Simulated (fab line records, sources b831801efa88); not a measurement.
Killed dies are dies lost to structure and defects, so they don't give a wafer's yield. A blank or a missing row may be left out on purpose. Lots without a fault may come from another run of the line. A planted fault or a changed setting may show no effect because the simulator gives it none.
One fault seen from 2 desks | flow sky130 | each desk has only its own numbers; what lay behind them comes last

THE METROLOGY DESK
What the gauges read, lot by lot, whatever tool the lot ran on: means of the sampled wafers that have a number. A lot is out of limits, marked OUT, if its mean lies more than 4 standard deviations from the usual mean; the brackets give that distance.
Columns: A = cd_nm at SKY_SD_P_CD_MEAS_07, usual 380.7 nm; B = SD_N_RS at SKY_SD_N_RS_MEAS_16, usual 68.56 ohm/sq; C = SD_P_RS at SKY_SD_N_RS_MEAS_17, usual 147.1 ohm/sq; D = RES_XHIGH_RS at SKY_SD_N_RS_MEAS_18, usual 333.0 ohm/sq; E = cd_nm at SKY_LI_CONTACT_CD_MEAS_12, usual 169.9 nm
lot  | first seen here | A     | B               | C               | D     | E
L281 | day 25 08:05    | 377.4 | 68.40           | 146.5           | 333.6 | 170.5
L283 | day 26 12:47    | 376.3 | 68.53           | 146.9           | 332.9 | 169.0
L284 | day 26 21:49    | 383.8 | 68.51           | 147.0           | 332.2 | 169.1
L285 | day 26 23:04    | 380.3 | 68.59           | 146.9           | 332.8 | 171.6
L288 | day 27 22:08    | 378.6 | 68.38           | 146.7           | 333.3 | 171.7
L294 | day 30 05:06    | 384.7 | 68.62           | 147.3           | 333.0 | 169.0
L295 | day 30 06:02    | 379.0 | 63.16 (-49) OUT | 122.0 (-72) OUT | 330.6 | 168.2
L296 | day 30 15:31    | 381.2 | 68.66           | 147.0           | 331.5 | 169.1
L297 | day 31 02:18    | 381.9 | 63.39 (-47) OUT | 122.1 (-71) OUT | 329.1 | 170.5
L299 | day 31 14:23    | 382.1 | 63.22 (-49) OUT | 121.9 (-72) OUT | 330.9 | 170.4
L302 | day 32 08:56    | 380.0 | 68.67           | 147.3           | 334.5 | 168.6
This desk's finding: out of limits on L295, L297, L299; first on L295, day 32 13:52 (SD_N_RS at SKY_SD_N_RS_MEAS_16). In limits: L281, L283, L284, L285, L288, L294, L296, L302.

THE TOOL OWNER'S DESK: rtp_anneal-02
The tool's own readings at SKY_SD_N_RTA_14 (time 2 s): means of the sampled wafers that have a number, for each lot that ran on this tool. A lot is out of limits, marked OUT, if its mean lies more than 4 standard deviations from the usual mean; the brackets give that distance.
Columns: A = lamp_power_pct at SKY_SD_N_RTA_14, usual 15.74 %; B = ramp_up_c_per_s at SKY_SD_N_RTA_14, usual 150.00; C = wafer_temp_C_max at SKY_SD_N_RTA_14, usual 1078.1
lot  | first seen here | A               | B      | C
L281 | day 27 19:50    | 15.71           | 150.00 | 1077.5
L283 | day 28 23:23    | 15.68           | 150.02 | 1079.1
L285 | day 29 09:06    | 15.79           | 149.99 | 1077.0
L295 | day 32 13:41    | 16.52 (+17) OUT | 150.02 | 1107.2 (+22) OUT
L297 | day 33 09:45    | 16.59 (+18) OUT | 149.98 | 1106.5 (+22) OUT
L299 | day 33 19:20    | 16.50 (+16) OUT | 149.99 | 1107.0 (+22) OUT
This desk's finding: out of limits on L295, L297, L299; first on L295, day 32 13:41 (lamp_power_pct at SKY_SD_N_RTA_14). In limits: L281, L283, L285.

PUT TOGETHER
The tool owner's desk could have raised an alarm at day 32 13:41, on L295, L297, L299.
The metrology desk could have raised an alarm at day 32 13:52, on L295, L297, L299.
Of the lots named, all ran SKY_SD_N_RTA_14 on rtp_anneal-02.

WHAT THE SIMULATOR HAD PUT IN
Process parameter drift: rtp_anneal-02, from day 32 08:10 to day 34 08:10, at SKY_SD_N_RTA_14. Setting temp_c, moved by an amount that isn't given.
Lots struck among those shown: L295, L297, L299.
Hours from the fault's start to each desk's first reading out of limits: the tool owner's desk, 6; the metrology desk, 6.
